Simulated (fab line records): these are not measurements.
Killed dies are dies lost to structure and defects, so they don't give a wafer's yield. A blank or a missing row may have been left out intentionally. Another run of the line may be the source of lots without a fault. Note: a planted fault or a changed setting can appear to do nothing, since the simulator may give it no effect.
Which tool did it? | flow sky130 | Sampling: 14 lots, 42 wafers, 2 of 708 route steps

WHAT THE GAUGES READ, wafer by wafer
SKY_LDD_HVN_TW_MEAS_10. Usual: for LDD_HVN_TW the level is 1444 and the standard deviation is 7.2.
lot  | measured     | on           | LDD_HVN_TW                    | flag
L159 | day 21 03:29 | filmMetro-03 | 1441 1445 1439                | 
L160 | day 21 05:02 | filmMetro-01 | 1446 1438 1444                | 
L162 | day 21 10:43 | filmMetro-03 | 1568 1578 1579 1574 1571 1579 | OFF
L164 | day 21 19:47 | filmMetro-03 | 1578 1575 1579 1580 1576 1575 | OFF
L165 | day 23 04:24 | filmMetro-03 | 1444 1438 1436                | 
L169 | day 24 12:14 | filmMetro-04 | 1444 1445 1445                | 
L171 | day 24 20:58 | filmMetro-01 | 1446 1442 1452                | 
L172 | day 24 22:50 | filmMetro-03 | 1447 1445 1450                | 
L175 | day 26 00:38 | filmMetro-03 | 1447 1440 1451                | 
L174 | day 26 03:53 | filmMetro-01 | 1440 1439 1446                | 
L178 | day 27 00:32 | filmMetro-01 | 1456 1454 1453                | 
L179 | day 27 10:09 | filmMetro-04 | 1433 1421 1436                | 
L182 | day 28 04:02 | filmMetro-03 | 1438 1433 1437                | 
L181 | day 28 06:46 | filmMetro-01 | 1444 1438 1442                | 

WHAT TOOL EACH LOT RAN ON (gives the tool, then ch and the chambers of the sampled wafers, and finally the start)
lot  | SKY_LDD_HVN_IMPLANT_08
L159 | implanter-04 ch 0, day 21 03:16
L160 | implanter-04 ch 0, day 21 04:49
L162 | implanter-04 ch 0, day 21 10:28
L164 | implanter-04 ch 0, day 21 19:32
L165 | implanter-01 ch 0, day 23 04:10
L169 | implanter-01 ch 0, day 24 11:59
L171 | implanter-01 ch 0, day 24 20:43
L172 | implanter-03 ch 0, day 24 22:35
L175 | implanter-04 ch 0, day 26 00:23
L174 | implanter-01 ch 0, day 26 03:38
L178 | implanter-03 ch 0, day 27 00:19
L179 | implanter-03 ch 0, day 27 09:55
L182 | implanter-03 ch 0, day 28 03:47
L181 | implanter-04 ch 0, day 28 06:31
- SKY_LDD_HVN_IMPLANT_08

AS READ BY THE TOOLS THEMSELVES (means over the sampled wafers that have a number; for cases with no such wafer, the mark the record gives instead)
SKY_LDD_HVN_IMPLANT_08. Usual: beamEnergyKeV 60.000, standard deviation 0.017; endStationPressureTorr 5.12e-06 Torr, standard deviation 2.8e-07.
lot  | tool         | beamEnergyKeV | endStationPressureTorr (Torr) | flag
L159 | implanter-04 | 59.989        | 5.14e-06                      | 
L160 | implanter-04 | 59.995        | 5.19e-06                      | 
L162 | implanter-04 | 86.034        | 5.13e-06                      | OFF
L164 | implanter-04 | 86.043        | 5.16e-06                      | OFF
L165 | implanter-01 | 60.016        | 5.12e-06                      | 
L169 | implanter-01 | 59.993        | 5.12e-06                      | 
L171 | implanter-01 | 59.994        | 5.16e-06                      | 
L172 | implanter-03 | 60.001        | 5.26e-06                      | 
L175 | implanter-04 | 60.030        | 5.22e-06                      | 
L174 | implanter-01 | 60.000        | 5.42e-06                      | 
L178 | implanter-03 | 60.015        | 4.99e-06                      | 
L179 | implanter-03 | 59.993        | 5.42e-06                      | 
L182 | implanter-03 | 60.015        | 5.11e-06                      | 
L181 | implanter-04 | 60.005        | 5.00e-06                      | 

THE ANSWER, worked out from the rows above alone
Rule: lot off if the mean of its wafers having a number is beyond 3 standard deviations from the usual mean. Also off: a lot with no number at a reading for which 4 or more lots have one. Any other lot the step has rows for is counted as sound. After the gauges, taken in route order, come the tools' own readings; for these a lot's mean is taken, as printed above. At the first step where some lot is off, the reading lying furthest off is the one used; lots without a number count as furthest.
Off: L162, L164, seen at SKY_LDD_HVN_TW_MEAS_10 (LDD_HVN_TW).
If a tool, at a process step before that reading, ran all the lots that are off and no sound lot after the first of them, it fits. The gauges at SKY_LDD_HVN_TW_MEAS_10 aren't tried: what is off there is off at SKY_LDD_HVN_IMPLANT_08 too, on other tools, and a gauge's error can't cause that. Of those tried, none fits.

WHAT THE SIMULATOR HAD PUT IN
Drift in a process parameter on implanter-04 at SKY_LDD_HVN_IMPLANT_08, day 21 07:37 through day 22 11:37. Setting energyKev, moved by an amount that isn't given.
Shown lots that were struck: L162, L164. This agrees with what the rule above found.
